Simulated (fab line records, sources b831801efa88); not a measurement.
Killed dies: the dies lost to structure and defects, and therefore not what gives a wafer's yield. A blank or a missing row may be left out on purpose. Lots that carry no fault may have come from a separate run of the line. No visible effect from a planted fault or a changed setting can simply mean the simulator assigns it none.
fab line records	flow sky130
record: lots: 5	wafers: 15	last-day: 50
route steps=708 shown POLY_CUT@312 SD_P@320 RES_XHIGH@332 PAD_OPEN@708
lots that met no fault: taken from a fault-free run of the same line
start-h: the number of hours between the record's first day and the start of the first shown wafer of the lot	wait-h: hours elapsed since this lot's preceding step	" repeats the value in the row above	L1.1+2: several wafers, shown together as one row	- no value, or no start given	* or withheld: withheld	< > ~ a bound
route shown NAME@n: a module of which the file shows steps, and the number in the route of the first	usual: the fault-free wafers' mean and standard deviation	same: alike in all rows	chamber/n: place in a boat	sites: each site's reading	_std_site: their standard deviation	_edge_site: inner sites' mean taken away from outer sites' mean	radius-mm: how far each site lies from the wafer's centre	mask NAME#n: copy n	behind: tool/chamber where the wafer was last shaped	hold: why the lot went on hold/how many hours it stayed there/how the hold came to an end	device: the n, p or np transistor that did not switch	end of line: tests of these same wafers at the route's end	step lacking rows: just its recipe	killed: at the first sort, the dies lost to defects and structure; wafer yield is something else	map: a wafer's dies, marking killed ones x, the rest . and places with no die _
set.NAME: the setting the step ran with; set.NAME@STEP: the setting that earlier step ran with	model.NAME: the simulator's own value behind a step, which no gauge read
certain route steps with their lots: each step a table, each wafer a row
services: from which hour (start-h, from the record's first day; less than 0 if before it) a tool's chamber was out of use, for how many hours, and why
== steps ==
step: SKY_POLY_CUT_EXPOSE_05
recipe: mask-id: NPCM	na: 0.8	source-shape: annular	sigma-inner: 0.55	sigma-outer: 0.85	target-cd-nm: 270	dose-mj: 32
step: SKY_POLY_CUT_PEB_06
recipe: peb-temp-c: withheld	peb-time-s: withheld	resist: KrF-thick
step: SKY_POLY_CUT_DEVELOP_07
recipe: develop-time-s: 60	resist: KrF-thick	dev-temp-c: 21
step: SKY_POLY_CUT_CD_MEAS_08
recipe: target-cd-nm: 270
usual: cd-nm: 270.2/1.3
lot.wafer	tool	chamber	start-h	wait-h	cd-nm
L847.1	cd-sem-01	-	642.53	-	268.6
L847.3	"	-	"	"	268.8
L847.6	"	-	"	"	269.8
L848.1	cd-sem-02	-	649.22	-	273.3
L848.2	"	-	"	"	273.7
L848.3	"	-	"	"	273.3
L849.2	cd-sem-02	-	658.04	-	269.4
L849.5	"	-	"	"	270.1
L849.6	"	-	"	"	270.0
L854.1	cd-sem-01	-	687.72	-	271.3
L854.3	"	-	"	"	271.8
L854.6	"	-	"	"	270.8
L861.1	cd-sem-02	-	743.57	-	270.7
L861.3	"	-	"	"	270.5
L861.6	"	-	"	"	269.1
step: SKY_POLY_CUT_OVL_MEAS_09
usual: POLY_CUT_OVL: -2/5.2
lot.wafer	tool	chamber	start-h	wait-h	POLY_CUT_OVL[nm]
L847.1	overlay-01	-	642.65	0.1	0
L847.3	"	-	"	"	-8
L847.6	"	-	"	"	7
L848.1	overlay-01	-	649.34	0.1	-2
L848.2	"	-	"	"	-5
L848.3	"	-	"	"	-1
L849.2	overlay-01	-	658.15	0.1	0
L849.5	"	-	"	"	-2
L849.6	"	-	"	"	-5
L854.1	overlay-02	-	687.84	0.1	-6
L854.3	"	-	"	"	-7
L854.6	"	-	"	"	-8
L861.1	overlay-02	-	743.69	0.1	3
L861.3	"	-	"	"	0
L861.6	"	-	"	"	-5
step: SKY_POLY_CUT_ETCH_10
recipe: chemistry: N2/H2	target: BARC	ion-energy-ev: 200	source-w: 500	bias-w: 100	pressure-mtorr: 30	n2-flow-sccm: 100	h2-flow-sccm: 200	stop-on: SiO2	time-s: 45.9	target-depth-a: 600
usual: drypump-motor-current-A: 5.6/0.45	oes-product-au: 0.854/0.005	throttle-valve-pct: 13.225/0.0092
lot.wafer	tool	chamber	start-h	wait-h	drypump-motor-current-A	oes-product-au	rf-hours-counter-h	throttle-valve-pct
L847.1	rie-diel-03	3	642.68	0.0	5.5	0.855	13	13.223
L847.3	"	1	"	"	5.5	0.849	3	13.229
L847.6	"	1	"	"	5.5	0.848	-	13.207
L848.1	rie-diel-03	3	649.37	0.0	5.5	0.853	13	13.223
L848.2	"	1	"	"	5.5	0.849	4	13.236
L848.3	"	0	"	"	5.9	0.860	15	13.229
L849.2	rie-diel-04	3	658.18	0.0	5.3	0.864	48	13.206
L849.5	"	3	"	"	5.3	0.858	-	13.239
L849.6	"	0	"	"	5.1	0.857	-	13.235
L854.1	rie-diel-01	0	687.87	0.0	5.4	0.853	2	13.215
L854.3	"	3	"	"	5.5	0.858	2	13.222
L854.6	"	0	"	"	5.5	0.847	-	13.229
L861.1	rie-diel-04	0	743.73	0.0	5.1	0.855	2	13.235
L861.3	"	2	"	"	5.2	0.857	12	13.209
L861.6	"	2	"	"	5.2	0.854	-	13.222
step: SKY_POLY_CUT_ETCH_11
recipe: target: Si3N4	chemistry: CF4/CH2F2/Ar	stop-on: poly-Si	source-w: 600	bias-w: 150	pressure-mtorr: 40	cf4-flow-sccm: 40	ch2f2-flow-sccm: 20	Ar_flow_sccm: 150	time-s: 42.5	target-depth-a: 600
usual: ch2f2-flow-sccm: 20.00/0.065	drypump-motor-current-A: 5.6/0.45	oes-product-au: 0.829/0.0072	throttle-valve-pct: 14.993/0.0094
lot.wafer	tool	chamber	start-h	wait-h	ch2f2-flow-sccm	drypump-motor-current-A	oes-product-au	rf-hours-counter-h	throttle-valve-pct
L847.1	rie-diel-03	3	642.73	0.0	19.99	5.5	0.820	13	14.998
L847.3	"	1	"	"	19.98	5.5	0.812	3	14.988
L847.6	"	1	"	"	20.03	5.5	0.835	-	15.000
L848.1	rie-diel-03	3	649.42	0.0	19.94	5.5	0.827	14	14.981
L848.2	"	1	"	"	20.04	5.5	0.822	4	14.989
L848.3	"	0	"	"	19.91	5.9	0.825	15	15.000
L849.2	rie-diel-04	3	658.22	0.0	20.19	5.3	0.832	48	15.003
L849.5	"	3	"	"	20.10	5.3	0.830	-	14.984
L849.6	"	0	"	"	20.08	5.1	0.824	-	14.996
L854.1	rie-diel-01	0	687.92	0.0	19.96	5.5	0.826	2	14.992
L854.3	"	3	"	"	19.90	5.5	0.839	2	15.001
L854.6	"	0	"	"	19.94	5.5	0.825	-	14.995
L861.1	rie-diel-04	0	743.77	0.0	20.08	5.1	0.825	2	14.978
L861.3	"	2	"	"	19.94	5.2	0.829	12	14.979
L861.6	"	2	"	"	20.00	5.2	0.842	-	15.000
step: SKY_POLY_CUT_STRIP_12
recipe: chemistry: O2/N2	power-w: 1400	pressure-mtorr: 1500	platen-temp-c: withheld	o2-flow-sccm: 3000	n2-flow-sccm: 300	overash-fraction: 0.5
usual: drypump-motor-current-A: 5.85/0.097	oes-product-au: 0.452/0.0049	strip-time-to-endpoint-s: 5.357/0.021
lot.wafer	tool	chamber	start-h	wait-h	drypump-motor-current-A	oes-product-au	rf-hours-counter-h	strip-time-to-endpoint-s
L847.1	plasma-asher-04	1	642.77	0.0	6.01	0.450	22	5.399
L847.3	"	1	"	"	6.01	0.450	-	5.391
L847.6	"	0	"	"	5.81	0.453	-	5.355
L848.1	plasma-asher-01	0	649.46	0.0	5.83	0.452	91	5.336
L848.2	"	1	"	"	5.91	0.451	91	5.345
L848.3	"	1	"	"	5.93	0.458	-	5.351
L849.2	plasma-asher-01	1	658.26	0.0	5.93	0.444	92	5.355
L849.5	"	1	"	"	5.94	0.451	-	5.347
L849.6	"	0	"	"	5.86	0.454	-	5.333
L854.1	plasma-asher-01	1	687.96	0.0	5.94	0.452	95	5.325
L854.3	"	1	"	"	5.93	0.454	-	5.342
L854.6	"	1	"	"	5.94	0.450	-	5.307
L861.1	plasma-asher-02	1	743.81	0.0	5.78	0.450	64	5.330
L861.3	"	1	"	"	5.78	0.452	-	5.339
L861.6	"	1	"	"	5.79	0.462	-	5.347
step: SKY_SD_P_DEHYDRATE_00
recipe: temp-c: 200	time-s: 60
step: SKY_SD_P_HMDS_01
recipe: prime-time-s: 60	prime-temp-c: 120
step: SKY_SD_P_COAT_02
recipe: resist: NOVOLAK	spin-rpm: 3000	resist-thk-nm: 1140
step: SKY_SD_P_SOFTBAKE_03
recipe: temp-c: 90	time-s: 60	resist: NOVOLAK
step: SKY_SD_P_EXPOSE_04
recipe: mask-id: PSDM	na: 0.6	source-shape: conventional	sigma-outer: 0.6	polarization: unpolarized	target-cd-nm: 380	dose-mj: 138
lot.wafer	tool	chamber	start-h	wait-h	mask
L847.1+3+6	iline-stepper-01	0	656.77	-	PSDM#0
L848.1+2+3	iline-stepper-01	0	663.07	-	PSDM#0
L849.2+5+6	iline-stepper-02	0	672.37	-	PSDM#0
L854.1+3+6	iline-stepper-02	0	702.07	-	NSDM#0
L861.1+3+6	iline-stepper-01	0	756.13	-	PSDM#0
step: SKY_SD_P_PEB_05
recipe: temp-c: withheld	time-s: *	resist: NOVOLAK
step: SKY_SD_P_DEVELOP_06
recipe: resist: NOVOLAK	developer: TMAH	develop-time-s: 60	dev-temp-c: 23
step: SKY_SD_P_CD_MEAS_07
recipe: target-cd-nm: 380
usual: cd-nm: 380.3/2.2
lot.wafer	tool	chamber	start-h	wait-h	cd-nm
L847.1	cd-sem-02	-	670.37	0.1	379.6
L847.3	"	-	"	"	376.8
L847.6	"	-	"	"	379.9
L848.1	cd-sem-01	-	677.83	0.1	381.0
L848.2	"	-	"	"	379.8
L848.3	"	-	"	"	380.5
L849.2	cd-sem-02	-	686.64	0.1	380.5
L849.5	"	-	"	"	380.3
L849.6	"	-	"	"	377.8
L854.1	cd-sem-02	-	715.72	0.1	-
L854.3	"	-	"	"	-
L854.6	"	-	"	"	-
L861.1	cd-sem-02	-	770.37	0.1	378.9
L861.3	"	-	"	"	380.3
L861.6	"	-	"	"	379.0
step: SKY_SD_P_OVL_MEAS_08
usual: SD_P_OVL: -1.0/1.3
lot.wafer	tool	chamber	start-h	wait-h	SD_P_OVL[nm]
L847.1	overlay-01	-	670.49	0.1	-2.2
L847.3	"	-	"	"	-1.6
L847.6	"	-	"	"	-3.0
L848.1	overlay-01	-	677.95	0.1	0.2
L848.2	"	-	"	"	-0.6
L848.3	"	-	"	"	-0.2
L849.2	overlay-02	-	686.75	0.1	0.3
L849.5	"	-	"	"	0.1
L849.6	"	-	"	"	1.0
L854.1	overlay-02	-	715.84	0.1	-
L854.3	"	-	"	"	-
L854.6	"	-	"	"	-
L861.1	overlay-02	-	770.49	0.1	0.9
L861.3	"	-	"	"	-0.3
L861.6	"	-	"	"	-0.2
step: SKY_SD_P_IMPLANT_09
recipe: species: BF2	energy-kev: 20	dose-cm2: 3e+15	tilt-deg: 0
step: SKY_SD_P_STRIP_10
recipe: chemistry: O2/N2	power-w: 1400	pressure-mtorr: 1500	platen-temp-c: withheld	o2-flow-sccm: 3000	n2-flow-sccm: 300	overash-fraction: 0.5
usual: drypump-motor-current-A: 5.7/0.36	oes-product-au: 0.617/0.0046	strip-time-to-endpoint-s: 17.51/0.035
lot.wafer	tool	chamber	start-h	wait-h	drypump-motor-current-A	oes-product-au	rf-hours-counter-h	strip-time-to-endpoint-s
L847.1	plasma-asher-03	0	670.68	0.1	4.9	0.623	84	17.53
L847.3	"	0	"	"	4.9	0.616	-	17.51
L847.6	"	1	"	"	5.8	0.615	-	17.52
L848.1	plasma-asher-01	1	678.13	0.1	5.9	0.611	94	17.49
L848.2	"	0	"	"	5.9	0.625	94	17.52
L848.3	"	0	"	"	5.9	0.611	-	17.50
L849.2	plasma-asher-02	0	686.93	0.1	5.7	0.623	58	17.52
L849.5	"	0	"	"	5.7	0.612	-	17.53
L849.6	"	1	"	"	5.8	0.615	-	17.51
L854.1	plasma-asher-02	1	716.03	0.1	5.8	0.619	61	17.55
L854.3	"	0	"	"	5.7	0.618	-	17.57
L854.6	"	1	"	"	5.8	0.618	-	17.54
L861.1	plasma-asher-01	0	770.68	0.1	5.8	0.613	3	17.48
L861.3	"	1	"	"	5.9	0.614	-	17.51
L861.6	"	0	"	"	5.9	0.609	-	17.47
step: SKY_SD_P_TW_MEAS_11
usual: SD_P_TW: 2841/22
lot.wafer	tool	chamber	start-h	wait-h	SD_P_TW
L847.1	film-metro-04	-	670.78	0.1	2867
L847.3	"	-	"	"	2849
L847.6	"	-	"	"	2824
L848.1	film-metro-04	-	678.23	0.1	2831
L848.2	"	-	"	"	2836
L848.3	"	-	"	"	2845
L849.2	film-metro-02	-	687.04	0.1	2850
L849.5	"	-	"	"	2845
L849.6	"	-	"	"	2850
L854.1	film-metro-02	-	716.13	0.1	30
L854.3	"	-	"	"	30
L854.6	"	-	"	"	30
L861.1	film-metro-03	-	770.78	0.1	2820
L861.3	"	-	"	"	2829
L861.6	"	-	"	"	2816
step: SKY_RES_XHIGH_DEHYDRATE_00
recipe: temp-c: 200	time-s: 60
step: SKY_PAD_OPEN_PROBE_99
usual: killed_at_M0_to_M3: 44/7.7	killed_at_M4_up: 3.2/1.7	killed-at-contacts: 24/5.3	killed-at-front-end: 15/4.3	killed-at-other: 0.3/0.57	killed-dies: 87/11	killed-on-rim: 17/3.8	killed-open: 47/7.4	killed-short: 40/6.5
same: gross-dies: 492	killed-at-back-side: 0
lot.wafer	tool	chamber	start-h	wait-h	killed_at_M0_to_M3	killed_at_M4_up	killed-at-contacts	killed-at-front-end	killed-at-other	killed-dies	killed-on-rim	killed-open	killed-short
L847.1	prober-01	-	1133.60	0.1	45	5	18	11	0	79	13	39	40
L847.3	prober-01	-	1133.70	0.2	52	5	24	12	0	93	14	52	41
L847.6	prober-01	-	1133.85	0.2	45	5	20	8	0	78	18	44	33
L848.1	prober-02	-	1138.82	0.1	53	4	25	16	0	98	18	60	38
L848.2	prober-02	-	1138.87	0.1	59	1	20	4	0	84	14	47	37
L848.3	prober-02	-	1138.92	0.2	40	1	30	13	1	85	19	42	42
L849.2	prober-01	-	1144.25	0.1	60	5	27	9	1	102	21	52	50
L849.5	prober-01	-	1144.40	0.2	54	1	17	15	1	88	13	45	43
L849.6	prober-01	-	1144.45	0.2	41	4	34	14	0	93	16	48	45
L854.1	prober-01	-	1162.68	0.1	46	3	11	432	0	492	96	41	36
L854.3	prober-01	-	1162.78	0.2	53	2	22	415	0	492	96	40	52
L854.6	prober-01	-	1162.93	0.2	57	8	26	401	0	492	96	50	63
L861.1	prober-01	-	1194.14	0.1	33	4	24	17	2	80	12	43	36
L861.3	prober-01	-	1194.24	0.2	35	4	20	12	0	71	14	38	33
L861.6	prober-01	-	1194.39	0.2	44	1	27	12	1	85	10	40	44
killed by level:class
L847.1 VIA1:geometric-particle:short=8 VIA1:geometric-particle:open=8 LI_CONTACT:geometric-particle:open=6 VIA2:geometric-particle:open=6 CONTACT:geometric-particle:open=4 LI_CONTACT:geometric-particle:short=4 VIA2:geometric-particle:short=4 VIA3:geometric-particle:open=4
L847.3 VIA2:geometric-particle:open=10 CONTACT:geometric-particle:open=9 VIA1:geometric-particle:open=9 METAL1:geometric-particle:short=8 METAL2:geometric-particle:short=7 LI_CONTACT:geometric-particle:open=6 POLY_GATE:geometric-particle:short=4 CONTACT:geometric-particle:short=4
L847.6 VIA1:geometric-particle:open=14 VIA3:geometric-particle:open=9 METAL2:geometric-particle:short=6 LI_CONTACT:geometric-particle:open=5 METAL1:geometric-particle:short=5 CONTACT:geometric-particle:open=5 VIA2:geometric-particle:open=5 CONTACT:geometric-particle:short=4
L848.1 VIA1:geometric-particle:open=14 LI_CONTACT:geometric-particle:open=12 METAL1:geometric-particle:short=9 CONTACT:geometric-particle:open=8 VIA1:geometric-particle:short=7 VIA3:geometric-particle:open=6 METAL1:geometric-particle:open=5 FIELD_ISO:geometric-particle:short=4
L848.2 VIA1:geometric-particle:open=16 CONTACT:geometric-particle:open=8 VIA2:geometric-particle:open=8 METAL1:geometric-particle:short=7 VIA1:geometric-particle:short=7 VIA3:geometric-particle:open=7 VIA2:geometric-particle:short=6 LOCAL_INTERCONNECT:geometric-particle:short=4
L848.3 CONTACT:geometric-particle:open=10 LI_CONTACT:geometric-particle:open=8 VIA2:geometric-particle:open=7 VIA1:geometric-particle:short=7 METAL2:geometric-particle:short=6 VIA1:geometric-particle:open=5 FIELD_ISO:geometric-particle:short=4 LOCAL_INTERCONNECT:geometric-particle:short=4
L849.2 VIA1:geometric-particle:open=20 METAL1:geometric-particle:short=8 CONTACT:geometric-particle:open=7 VIA3:geometric-particle:short=6 VIA1:geometric-particle:short=6 VIA2:geometric-particle:open=6 LI_CONTACT:geometric-particle:short=5 LI_CONTACT:geometric-particle:open=5
L849.5 VIA1:geometric-particle:open=12 METAL1:geometric-particle:short=9 METAL2:geometric-particle:short=9 VIA2:geometric-particle:open=9 FIELD_ISO:geometric-particle:open=6 VIA3:geometric-particle:open=6 LI_CONTACT:geometric-particle:open=5 POLY_GATE:geometric-particle:short=4
L849.6 CONTACT:geometric-particle:open=18 VIA1:geometric-particle:open=8 LI_CONTACT:geometric-particle:open=6 METAL2:geometric-particle:short=6 METAL1:geometric-particle:short=6 VIA3:geometric-particle:short=5 FIELD_ISO:geometric-particle:short=4 POLY_GATE:geometric-particle:short=4
L854.1 SD_P:area-expose=415 VIA1:geometric-particle:open=12 VIA1:geometric-particle:short=8 CONTACT:geometric-particle:open=7 METAL2:geometric-particle:short=6 VIA2:geometric-particle:open=5 METAL1:geometric-particle:short=5 POLY_GATE:geometric-particle:open=4
L854.3 SD_P:area-expose=400 METAL2:geometric-particle:short=11 VIA3:geometric-particle:open=11 CONTACT:geometric-particle:open=9 VIA1:geometric-particle:short=7 LI_CONTACT:geometric-particle:open=6 VIA1:geometric-particle:open=6 VIA3:geometric-particle:short=5
L854.6 SD_P:area-expose=378 METAL1:geometric-particle:short=12 LI_CONTACT:geometric-particle:open=10 VIA1:geometric-particle:open=10 METAL2:geometric-particle:short=8 FIELD_ISO:geometric-particle:short=6 METAL4:geometric-particle:short=6 FIELD_ISO:geometric-particle:open=5
L861.1 CONTACT:geometric-particle:open=8 LOCAL_INTERCONNECT:geometric-particle:short=7 VIA3:geometric-particle:open=6 VIA1:geometric-particle:open=5 VIA1:geometric-particle:short=5 VIA2:geometric-particle:open=5 FIELD_ISO:geometric-particle:open=4 LI_CONTACT:geometric-particle:open=4
L861.3 VIA3:geometric-particle:open=9 CONTACT:geometric-particle:open=7 CONTACT:geometric-particle:short=5 METAL2:geometric-particle:short=5 VIA1:geometric-particle:open=5 LI_CONTACT:geometric-particle:open=4 VIA3:geometric-particle:short=4 FIELD_ISO:geometric-particle:short=3
L861.6 VIA1:geometric-particle:short=9 LI_CONTACT:geometric-particle:open=8 VIA1:geometric-particle:open=8 CONTACT:geometric-particle:short=7 VIA3:geometric-particle:open=6 POLY_GATE:geometric-particle:short=5 CONTACT:geometric-particle:open=5 POLY_GATE:geometric-particle:open=4
map L854.1 (x killed, . not)
__________xxxxxxxxxx_________
________xxxxxxxxxxxxxx_______
______xxxxxxxxxxxxxxxxxx_____
_____xxxxxxxxxxxxxxxxxxxx____
____xxxxxxxxxxxxxxxxxxxxxx___
___xxxxxxxxxxxxxxxxxxxxxxxx__
__xxxxxxxxxxxxxxxxxxxxxxxxxx_
_xxxxxxxxxxxxxxxxxxxxxxxxxxxx
_xxxxxxxxxxxxxxxxxxxxxxxxxxxx
_xxxxxxxxxxxxxxxxxxxxxxxxxxxx
_xxxxxxxxxxxxxxxxxxxxxxxxxxxx
_xxxxxxxxxxxxxxxxxxxxxxxxxxxx
_xxxxxxxxxxxxxxxxxxxxxxxxxxxx
_xxxxxxxxxxxxxxxxxxxxxxxxxxxx
_xxxxxxxxxxxxxxxxxxxxxxxxxxxx
__xxxxxxxxxxxxxxxxxxxxxxxxxx_
___xxxxxxxxxxxxxxxxxxxxxxxx__
____xxxxxxxxxxxxxxxxxxxxxx___
_____xxxxxxxxxxxxxxxxxxxx____
______xxxxxxxxxxxxxxxxxx_____
________xxxxxxxxxxxxxx_______
__________xxxxxxxxxx_________
map L849.2 (x killed, . not)
__________..x..x...._________
________..x.x........x_______
______...x.xx...x..x...._____
_____....x...xx...x......____
____........x........x...x___
___..x..x.......x........xx__
__....x......x..x..xx....x.._
_....x....x.x.......x......xx
_..x........x...x.x...x..xx..
_...........x..x..x..x.x.....
_.x....x...........x.........
_........x....x..x...........
_.......xxxx..xx.x...........
_......x..x...x....x.xx......
_x...............x.x..x.....x
__x.............x.xxx...x..._
___x.x..x.........x...x....__
____xx.x........x....x....___
_____......xx..x........x____
______x...xx..x.....xxx._____
________..xxxx........_______
__________.........x_________
== services ==
tool	chamber	start-h	hours	kind
rie-diel-01	0	631.34	4.0	repair
rie-diel-01	1	639.10	12.6	repair
iline-stepper-01	-	646.16	1.7	pm
iline-stepper-01	0	668.63	-	calibration
iline-stepper-01	-	672.75	9.4	repair
rie-diel-04	0	677.16	-	clean
rie-diel-04	0	677.16	20.3	scheduled-down
rie-diel-04	0	677.16	20.3	vent-cycle
iline-stepper-02	-	714.91	1.7	pm
plasma-asher-03	-	723.94	6.9	repair
iline-stepper-01	-	724.49	-	calibration
plasma-asher-01	-	733.75	9.0	pm
plasma-asher-01	0	733.75	9.0	vent-cycle
plasma-asher-01	1	733.75	9.0	vent-cycle
rie-diel-04	3	740.84	-	clean
rie-diel-04	3	740.84	23.5	scheduled-down
rie-diel-04	3	740.84	23.5	vent-cycle
plasma-asher-01	0	742.75	-	clean
plasma-asher-01	1	742.75	-	clean
rie-diel-04	2	744.60	1.9	repair
rie-diel-04	-	748.89	14.6	pm
iline-stepper-02	-	749.61	2.1	pm
iline-stepper-02	-	751.70	-	consumable-replace:lamp
rie-diel-03	2	762.57	9.9	repair
== key ==
first-sign: step: SKY_SD_P_EXPOSE_04	reading: mask	direction: changed
effect: step: SKY_SD_P_CD_MEAS_07	reading: cd-nm	direction: missing
effect: step: SKY_SD_P_OVL_MEAS_08	reading: SD_P_OVL	direction: missing
effect: step: SKY_SD_P_TW_MEAS_11	reading: SD_P_TW	direction: down	sigmas: 99+	usual: 2841	struck: 30
effect: step: SKY_PAD_OPEN_PROBE_99	reading: killed-at-front-end	direction: up	sigmas: 93	usual: 15	struck: 416
more-kills-born-at: SKY_SD_P_EXPOSE_04@iline-stepper-02: 1193
met-at SKY_SD_P_EXPOSE_04
struck-wafers L854.1,L854.3,L854.6
tester-left-out L854
onset-between 672.37 702.07
fault: kind: wrong-mask	tool: any	chamber: -	onset-h: 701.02	steps: SKY_SD_P_EXPOSE_04	aux-copy: NSDM#0	scope: struck-lots-only
tester-left-out: of these lots the tester's yield and bins aren't shown, on N5 and GAA mostly nor the transistor test; their killed dies are dies lost to structure and defects alone, not to doping, threshold or leakage, so they don't give the yield
